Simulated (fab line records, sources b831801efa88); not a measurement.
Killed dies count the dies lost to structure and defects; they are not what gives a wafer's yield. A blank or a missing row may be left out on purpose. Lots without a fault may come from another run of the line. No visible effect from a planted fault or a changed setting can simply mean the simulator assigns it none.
The tool behind it: which one? || flow gf180mcu || 39 wafers from 13 lots sampled at 3 of the route's 602 steps

== WHAT THE GAUGES SHOWED, per wafer ==
GF_V4_OVL_MEAS_15.
{"lot": "L824", "measured": "day 24 18:51", "on": "overlay-01", "V4_OVL (nm)": "-7 -6 -12"}
{"lot": "L825", "measured": "day 25 01:40", "on": "overlay-01", "V4_OVL (nm)": "7 3 5"}
{"lot": "L827", "measured": "day 25 15:25", "on": "overlay-01", "V4_OVL (nm)": "-5 0 1"}
{"lot": "L828", "measured": "day 25 16:49", "on": "overlay-02", "V4_OVL (nm)": "2 4 4"}
{"lot": "L829", "measured": "day 26 05:04", "on": "overlay-02", "V4_OVL (nm)": "-4 1 -4"}
{"lot": "L831", "measured": "day 26 21:53", "on": "overlay-02", "V4_OVL (nm)": "2 5 9"}
{"lot": "L834", "measured": "day 28 00:21", "on": "overlay-02", "V4_OVL (nm)": "1 1 3"}
{"lot": "L835", "measured": "day 28 10:43", "on": "overlay-01", "V4_OVL (nm)": "-4 3 -6"}
{"lot": "L836", "measured": "day 28 16:02", "on": "overlay-01", "V4_OVL (nm)": "1 2 -1"}
{"lot": "L837", "measured": "day 28 18:14", "on": "overlay-02", "V4_OVL (nm)": "0 1 1"}
{"lot": "L838", "measured": "day 29 02:35", "on": "overlay-02", "V4_OVL (nm)": "2 1 -2"}
{"lot": "L845", "measured": "day 31 10:04", "on": "overlay-02", "V4_OVL (nm)": "-6 -7 -6"}
{"lot": "L846", "measured": "day 31 20:35", "on": "overlay-01", "V4_OVL (nm)": "6 6 -1"}

== WHICH TOOL RAN EACH LOT (tool, then ch and the chambers of the sampled wafers, then the start) ==
{"lot": "L824", "GF_M4_SPUTTER_00": "pvd sputter-02, day 22 20:38", "GF_M4_SPUTTER_03": "pvd sputter-02, day 22 20:47"}
{"lot": "L825", "GF_M4_SPUTTER_00": "pvd sputter-04, day 23 03:35", "GF_M4_SPUTTER_03": "pvd sputter-04, day 23 03:44"}
{"lot": "L827", "GF_M4_SPUTTER_00": "pvd sputter-02, day 23 18:14", "GF_M4_SPUTTER_03": "pvd sputter-02, day 23 18:23"}
{"lot": "L828", "GF_M4_SPUTTER_00": "pvd sputter-04, day 23 21:11", "GF_M4_SPUTTER_03": "pvd sputter-04, day 23 21:20"}
{"lot": "L829", "GF_M4_SPUTTER_00": "pvd sputter-03, day 24 09:20", "GF_M4_SPUTTER_03": "pvd sputter-03, day 24 09:29"}
{"lot": "L831", "GF_M4_SPUTTER_00": "pvd sputter-02, day 25 01:40", "GF_M4_SPUTTER_03": "pvd sputter-02, day 25 01:49"}
{"lot": "L834", "GF_M4_SPUTTER_00": "pvd sputter-04, day 26 05:05", "GF_M4_SPUTTER_03": "pvd sputter-04, day 26 05:14"}
{"lot": "L835", "GF_M4_SPUTTER_00": "pvd sputter-04, day 26 16:26", "GF_M4_SPUTTER_03": "pvd sputter-04, day 26 16:36"}
{"lot": "L836", "GF_M4_SPUTTER_00": "pvd sputter-04, day 26 21:58", "GF_M4_SPUTTER_03": "pvd sputter-04, day 26 22:08"}
{"lot": "L837", "GF_M4_SPUTTER_00": "pvd sputter-04, day 27 01:03", "GF_M4_SPUTTER_03": "pvd sputter-04, day 27 01:13"}
{"lot": "L838", "GF_M4_SPUTTER_00": "pvd sputter-04, day 27 10:26", "GF_M4_SPUTTER_03": "pvd sputter-04, day 27 10:35"}
{"lot": "L845", "GF_M4_SPUTTER_00": "pvd sputter-03, day 29 20:35", "GF_M4_SPUTTER_03": "pvd sputter-03, day 29 20:45"}
{"lot": "L846", "GF_M4_SPUTTER_00": "pvd sputter-02, day 30 08:23", "GF_M4_SPUTTER_03": "pvd sputter-02, day 30 08:34"}
- GF_M4_SPUTTER_00: material Ti, target thk 37.5 nm, time 150 s.
- GF_M4_SPUTTER_03: material Ti, target thk 10 nm, time 6.7 s.

== WHAT THE TOOLS THEMSELVES READ (means of the sampled wafers that have a number; where no wafer has one, the mark that the record gives instead) ==
GF_M4_SPUTTER_00.
{"lot": "L824", "tool": "pvd sputter-02", "cathode dc power W (W)": 4001.0, "substrate temp c (C)": 200.03, "throttle valve pct (%)": 30.1}
{"lot": "L825", "tool": "pvd sputter-04", "cathode dc power W (W)": 3999.3, "substrate temp c (C)": 200.13, "throttle valve pct (%)": 29.4}
{"lot": "L827", "tool": "pvd sputter-02", "cathode dc power W (W)": 4000.5, "substrate temp c (C)": 200.05, "throttle valve pct (%)": 29.8}
{"lot": "L828", "tool": "pvd sputter-04", "cathode dc power W (W)": 3999.6, "substrate temp c (C)": 199.90, "throttle valve pct (%)": 29.4}
{"lot": "L829", "tool": "pvd sputter-03", "cathode dc power W (W)": 3999.3, "substrate temp c (C)": 200.06, "throttle valve pct (%)": 29.8}
{"lot": "L831", "tool": "pvd sputter-02", "cathode dc power W (W)": 3999.3, "substrate temp c (C)": 200.20, "throttle valve pct (%)": 29.5}
{"lot": "L834", "tool": "pvd sputter-04", "cathode dc power W (W)": 3999.5, "substrate temp c (C)": 199.93, "throttle valve pct (%)": 29.5}
{"lot": "L835", "tool": "pvd sputter-04", "cathode dc power W (W)": 3999.6, "substrate temp c (C)": 199.87, "throttle valve pct (%)": 29.1}
{"lot": "L836", "tool": "pvd sputter-04", "cathode dc power W (W)": 3999.2, "substrate temp c (C)": 199.93, "throttle valve pct (%)": 29.5}
{"lot": "L837", "tool": "pvd sputter-04", "cathode dc power W (W)": 3999.6, "substrate temp c (C)": 200.08, "throttle valve pct (%)": 29.0}
{"lot": "L838", "tool": "pvd sputter-04", "cathode dc power W (W)": 3999.8, "substrate temp c (C)": 200.09, "throttle valve pct (%)": 28.7}
{"lot": "L845", "tool": "pvd sputter-03", "cathode dc power W (W)": 4000.0, "substrate temp c (C)": 199.91, "throttle valve pct (%)": 30.6}
{"lot": "L846", "tool": "pvd sputter-02", "cathode dc power W (W)": 4000.4, "substrate temp c (C)": 200.05, "throttle valve pct (%)": 30.8}

GF_M4_SPUTTER_03.
{"lot": "L824", "tool": "pvd sputter-02", "cathode dc power W (W)": 3000.3, "substrate temp c (C)": 299.88, "throttle valve pct (%)": 30.2}
{"lot": "L825", "tool": "pvd sputter-04", "cathode dc power W (W)": 3000.0, "substrate temp c (C)": 300.15, "throttle valve pct (%)": 29.2}
{"lot": "L827", "tool": "pvd sputter-02", "cathode dc power W (W)": 2999.9, "substrate temp c (C)": 299.71, "throttle valve pct (%)": 29.6}
{"lot": "L828", "tool": "pvd sputter-04", "cathode dc power W (W)": 2999.6, "substrate temp c (C)": 300.09, "throttle valve pct (%)": 29.4}
{"lot": "L829", "tool": "pvd sputter-03", "cathode dc power W (W)": 3000.7, "substrate temp c (C)": 299.97, "throttle valve pct (%)": 29.8}
{"lot": "L831", "tool": "pvd sputter-02", "cathode dc power W (W)": 3000.3, "substrate temp c (C)": 300.15, "throttle valve pct (%)": 29.7}
{"lot": "L834", "tool": "pvd sputter-04", "cathode dc power W (W)": 3000.0, "substrate temp c (C)": 300.07, "throttle valve pct (%)": 29.4}
{"lot": "L835", "tool": "pvd sputter-04", "cathode dc power W (W)": 2999.8, "substrate temp c (C)": 299.95, "throttle valve pct (%)": 29.1}
{"lot": "L836", "tool": "pvd sputter-04", "cathode dc power W (W)": 2855.4, "substrate temp c (C)": 300.13, "throttle valve pct (%)": 29.5}
{"lot": "L837", "tool": "pvd sputter-04", "cathode dc power W (W)": 2855.5, "substrate temp c (C)": 299.78, "throttle valve pct (%)": 29.2}
{"lot": "L838", "tool": "pvd sputter-04", "cathode dc power W (W)": 2855.9, "substrate temp c (C)": 300.02, "throttle valve pct (%)": 28.7}
{"lot": "L845", "tool": "pvd sputter-03", "cathode dc power W (W)": 3000.4, "substrate temp c (C)": 299.87, "throttle valve pct (%)": 30.5}
{"lot": "L846", "tool": "pvd sputter-02", "cathode dc power W (W)": 2999.9, "substrate temp c (C)": 299.90, "throttle valve pct (%)": 30.7}

== THE ANSWER, worked out from the rows above alone ==
Rule: the usual values come from the lots themselves. Put in order of their means at a reading, lots are off if they are a third of the lots or fewer, leave a main group of 4 or more, and stand apart from it by a gap of 3 or more times the standard deviation of the main group's means; of several such gaps the widest counts. If all means in a main group match to the digits the tables above print for the reading, that group is not used. Also off: a lot with no number at a reading for which 4 or more lots have one. Any other lot the step has rows for is counted as sound. After the gauges, taken in route order, come the tools' own readings; for these a lot's mean is taken, as printed above. At the first step where some lot is off, the reading lying furthest off is the one used; lots without a number count as furthest.
Off: L836, L837, L838 (GF_M4_SPUTTER_03, cathode dc power W). The main group: mean 3000.1 W, standard deviation 0.31.
A tool fits if, at that step or a process step before it, it ran every lot that is off, and no sound lot after the first of them. One fits: pvd sputter-04 at GF_M4_SPUTTER_00 and GF_M4_SPUTTER_03. At GF_M4_SPUTTER_00 its last sound lot is L835 (day 26 16:26), its first lot that is off L836 (day 26 21:58): a fault that began between those two fits.

== WHAT THE SIMULATOR PUT IN ==
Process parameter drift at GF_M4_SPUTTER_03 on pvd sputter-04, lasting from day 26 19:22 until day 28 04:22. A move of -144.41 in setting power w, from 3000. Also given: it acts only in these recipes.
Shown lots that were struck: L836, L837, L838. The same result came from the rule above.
